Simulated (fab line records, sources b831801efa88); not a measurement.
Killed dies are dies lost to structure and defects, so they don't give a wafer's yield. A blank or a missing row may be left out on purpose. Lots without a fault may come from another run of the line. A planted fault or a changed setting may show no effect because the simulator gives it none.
Which tool did it? | flow sky130 | 24 lots, 72 wafers sampled, at 4 steps of a route of 708

WHAT THE GAUGES READ, wafer by wafer
SKY_VT_ADJUST_HVTP_OVL_MEAS_08. Usual: VT_ADJUST_HVTP_OVL 0.9 nm, standard deviation 1.5.
lot  | measured     | on         | VT_ADJUST_HVTP_OVL (nm) | flag
L074 | day 5 23:55  | overlay-02 | 0.3 2.6 3.5             |
L075 | day 6 06:04  | overlay-02 | 0.7 1.7 -0.2            |
L076 | day 6 20:25  | overlay-02 | 1.2 0.5 1.5             |
L077 | day 7 00:22  | overlay-01 | -3.5 -1.6 -0.1          |
L078 | day 7 09:13  | overlay-02 | 1.0 0.6 1.3             |
L079 | day 7 13:34  | overlay-01 | -0.8 -1.1 -1.0          |
L080 | day 7 19:07  | overlay-02 | 2.9 2.7 2.0             |
L081 | day 7 21:58  | overlay-02 | -0.1 0.5 1.4            |
L082 | day 8 06:31  | overlay-02 | 0.6 1.5 2.6             |
L083 | day 8 11:26  | overlay-01 | 0.2 0.5 -0.5            |
L084 | day 8 17:13  | overlay-02 | -0.2 1.8 2.0            |
L085 | day 9 02:56  | overlay-02 | 0.9 1.9 1.3             |
L086 | day 9 07:07  | overlay-02 | 4.6 1.9 2.2             |
L087 | day 9 10:58  | overlay-01 | -0.1 -0.4 0.7           |
L088 | day 9 17:25  | overlay-01 | -0.2 -1.7 -0.6          |
L089 | day 10 00:31 | overlay-02 | 0.5 1.2 1.2             |
L090 | day 10 10:58 | overlay-01 | -0.2 0.9 -1.1           |
L091 | day 10 12:58 | overlay-02 | 4.4 3.8 1.7             |
L092 | day 10 17:07 | overlay-01 | 0.3 -0.3 0.8            |
L093 | day 11 04:08 | overlay-01 | -1.9 -0.9 -0.6          |
L094 | day 11 08:44 | overlay-02 | 1.7 1.1 1.2             |
L095 | day 11 14:37 | overlay-02 | 0.8 3.8 2.2             |
L096 | day 11 17:31 | overlay-02 | 2.3 1.6 2.9             |
L097 | day 12 03:04 | overlay-02 | 2.6 2.1 2.3             |

SKY_SD_N_TW_MEAS_12. Usual: SD_N_TW 3979, standard deviation 32.
lot  | measured     | on            | SD_N_TW        | flag
L074 | day 27 20:54 | film_metro-04 | 3995 3987 4004 |
L075 | day 28 01:25 | film_metro-01 | 3936 3960 3959 |
L076 | day 28 23:42 | film_metro-04 | 3997 3995 4006 |
L077 | day 29 02:25 | film_metro-03 | 3940 3944 3952 |
L078 | day 30 09:57 | film_metro-01 | 3923 3938 3928 |
L079 | day 30 14:38 | film_metro-04 | 4023 4005 4003 |
L080 | day 30 13:08 | film_metro-04 | 3988 4018 3997 |
L081 | day 30 13:54 | film_metro-04 | 3978 3971 3979 |
L082 | day 30 17:56 | film_metro-04 | 4000 3999 4010 |
L083 | day 30 23:57 | film_metro-04 | 3978 3983 3978 |
L084 | day 31 19:20 | film_metro-04 | 3996 3984 3977 |
L085 | day 31 17:30 | film_metro-03 | 3951 3981 3983 |
L086 | day 31 21:50 | film_metro-04 | 3973 3992 3990 |
L087 | day 32 06:38 | film_metro-01 | 3918 3923 3934 |
L088 | day 32 10:37 | film_metro-01 | 3946 3988 3961 |
L089 | day 32 17:37 | film_metro-01 | 3951 3933 3963 |
L090 | day 33 07:45 | film_metro-03 | 4007 3985 3984 |
L091 | day 33 11:56 | film_metro-01 | 3901 3907 3909 |
L092 | day 33 19:51 | film_metro-03 | 3998 3977 3996 |
L093 | day 34 04:04 | film_metro-03 | 3977 4000 4004 |
L094 | day 34 08:10 | film_metro-04 | 4033 4010 3999 |
L095 | day 34 12:09 | film_metro-04 | 3997 3997 4006 |
L096 | day 34 19:53 | film_metro-04 | 4013 4021 4014 |
L097 | day 35 03:09 | film_metro-04 | 3989 4001 3989 |

SKY_CONTACT_OVL_MEAS_15. Usual: CONTACT_OVL 1 nm, standard deviation 5.2.
lot  | measured     | on         | CONTACT_OVL (nm) | flag
L074 | day 31 12:02 | overlay-01 | 0 -7 0           |
L075 | day 31 18:07 | overlay-01 | 2 1 6            |
L076 | day 32 13:35 | overlay-01 | -8 -7 -5         |
L077 | day 32 16:42 | overlay-01 | -3 4 4           |
L078 | day 34 00:01 | overlay-01 | 4 -4 5           |
L079 | day 34 03:58 | overlay-01 | 1 -4 -3          |
L080 | day 34 02:44 | overlay-01 | 8 6 4            |
L081 | day 34 03:05 | overlay-02 | 1 -7 -2          |
L082 | day 34 07:17 | overlay-01 | -7 -1 -9         |
L083 | day 34 12:04 | overlay-01 | -1 0 4           |
L084 | day 35 08:58 | overlay-02 | -4 -4 -1         |
L085 | day 35 05:13 | overlay-01 | 0 4 1            |
L086 | day 35 09:40 | overlay-01 | -1 12 3          |
L087 | day 35 18:22 | overlay-01 | 0 4 0            |
L088 | day 35 21:52 | overlay-01 | 9 0 1            |
L089 | day 36 05:33 | overlay-01 | 2 3 2            |
L090 | day 36 18:55 | overlay-02 | 8 9 7            |
L091 | day 37 00:28 | overlay-02 | -3 0 9           |
L092 | day 37 08:35 | overlay-01 | 16 11 9          |
L093 | day 37 15:10 | overlay-01 | 2 4 5            |
L094 | day 37 18:55 | overlay-02 | 6 -2 1           |
L095 | day 37 22:25 | overlay-01 | -9 -2 1          |
L096 | day 38 06:47 | overlay-02 | 11 0 4           |
L097 | day 38 13:37 | overlay-01 | 3 -6 4           |

WHICH TOOL RAN EACH LOT (tool, then ch and the chambers of the sampled wafers, then the start)
lot  | SKY_SD_P_STRIP_10
L074 | plasma_asher-02 ch 0,1, day 25 09:44
L075 | plasma_asher-01 ch 0,1, day 25 14:44
L076 | plasma_asher-01 ch 0,1, day 26 13:38
L077 | plasma_asher-02 ch 0,1, day 26 16:33
L078 | plasma_asher-03 ch 0,1, day 28 00:29
L079 | plasma_asher-03 ch 0,1, day 28 05:09
L080 | plasma_asher-02 ch 0,1, day 28 03:44
L081 | plasma_asher-03 ch 0,1, day 28 04:33
L082 | plasma_asher-01 ch 0,1, day 28 09:56
L083 | plasma_asher-03 ch 0,1, day 28 17:05
L084 | plasma_asher-02 ch 0,1, day 29 12:03
L085 | plasma_asher-01 ch 0,1, day 29 09:26
L086 | plasma_asher-03 ch 0,1, day 29 14:57
L087 | plasma_asher-02 ch 0,1, day 29 23:00
L088 | plasma_asher-03 ch 0,1, day 30 03:17
L089 | plasma_asher-02 ch 0,1, day 30 10:56
L090 | plasma_asher-02 ch 0,1, day 31 02:23
L091 | plasma_asher-01 ch 0,1, day 31 06:54
L092 | plasma_asher-01 ch 0,1, day 31 12:24
L093 | plasma_asher-01 ch 0,1, day 31 21:17
L094 | plasma_asher-03 ch 0,1, day 32 02:08
L095 | plasma_asher-01 ch 0,1, day 32 06:41
L096 | plasma_asher-02 ch 0,1, day 32 14:51
L097 | plasma_asher-02 ch 0,1, day 32 21:12
- SKY_SD_P_STRIP_10: strips in O2/N2.

WHAT THE TOOLS THEMSELVES READ (means of the sampled wafers that have a number; where no wafer has one, the mark that the record gives instead)
SKY_SD_P_STRIP_10. Usual: chamber_pressure_mTorr 1500.0 mTorr, standard deviation 1.4; drypump_motor_current_A 5.32 A, standard deviation 0.25; o2_flow_sccm 2999 sccm, standard deviation 8.6; oes_product_au 0.618 a.u., standard deviation 0.0046; strip_time_to_endpoint_s 17.47 s, standard deviation 0.036.
lot  | tool            | chamber_pressure_mTorr (mTorr) | drypump_motor_current_A (A) | o2_flow_sccm (sccm) | oes_product_au (a.u.) | strip_time_to_endpoint_s (s) | flag
L074 | plasma_asher-02 | 1498.6                         | 5.32                        | 2993                | 0.618                 | 17.48                        |
L075 | plasma_asher-01 | 1499.2                         | 5.42                        | 3013                | 0.618                 | 17.44                        |
L076 | plasma_asher-01 | 1500.1                         | 5.41                        | 2999                | 0.618                 | 17.47                        |
L077 | plasma_asher-02 | 1499.9                         | 5.45                        | 3006                | 0.615                 | 17.44                        |
L078 | plasma_asher-03 | 1498.8                         | 5.28                        | 2995                | 0.623                 | 17.53                        |
L079 | plasma_asher-03 | 1502.3                         | 5.13                        | 2990                | 0.617                 | 17.49                        |
L080 | plasma_asher-02 | 1499.1                         | 5.48                        | 3001                | 0.614                 | 17.51                        |
L081 | plasma_asher-03 | 1499.7                         | 5.09                        | 2995                | 0.617                 | 17.42                        |
L082 | plasma_asher-01 | 1498.4                         | 5.43                        | 2997                | 0.616                 | 17.45                        |
L083 | plasma_asher-03 | 1500.0                         | 5.14                        | 3002                | 0.619                 | 17.44                        |
L084 | plasma_asher-02 | 1500.8                         | 5.49                        | 2993                | 0.618                 | 17.49                        |
L085 | plasma_asher-01 | 1499.1                         | 5.28                        | 3011                | 0.621                 | 17.47                        |
L086 | plasma_asher-03 | 1499.4                         | 5.27                        | 2992                | 0.621                 | 17.40                        |
L087 | plasma_asher-02 | 1499.9                         | 5.47                        | 3000                | 0.621                 | 17.47                        |
L088 | plasma_asher-03 | 1501.5                         | 5.08                        | 3002                | 0.615                 | 17.48                        |
L089 | plasma_asher-02 | 1499.6                         | 5.32                        | 2994                | 0.615                 | 17.46                        |
L090 | plasma_asher-02 | 1500.3                         | 5.48                        | 2998                | 0.614                 | 17.48                        |
L091 | plasma_asher-01 | 1500.1                         | 5.42                        | 2987                | 0.618                 | 17.51                        |
L092 | plasma_asher-01 | 1499.0                         | 5.42                        | 3005                | 0.617                 | 17.46                        |
L093 | plasma_asher-01 | 1499.5                         | 5.28                        | 2992                | 0.613                 | 17.48                        |
L094 | plasma_asher-03 | 1501.1                         | 5.28                        | 3014                | 0.620                 | 17.48                        |
L095 | plasma_asher-01 | 1500.1                         | 5.41                        | 2992                | 0.621                 | 17.42                        |
L096 | plasma_asher-02 | 1499.8                         | 5.29                        | 3008                | 0.618                 | 17.50                        |
L097 | plasma_asher-02 | 1499.0                         | 5.46                        | 3007                | 0.616                 | 17.47                        |

THE ANSWER, worked out from the rows above alone
Rule: a lot is off if the mean of its wafers that have a number lies more than 3 standard deviations from the usual mean. A lot without any number at a reading at which 4 lots or more have one is off too. The other lots that the step has rows for count as sound. The gauges are gone through in route order, then the tools' own readings, and for those a lot's mean is taken as printed above. The first step at which some lot is off is used, and at that step the reading that is off furthest; a lot without a number counts as furthest.
No lot is off at any reading shown: from this, nothing can be told.

WHAT THE SIMULATOR HAD PUT IN
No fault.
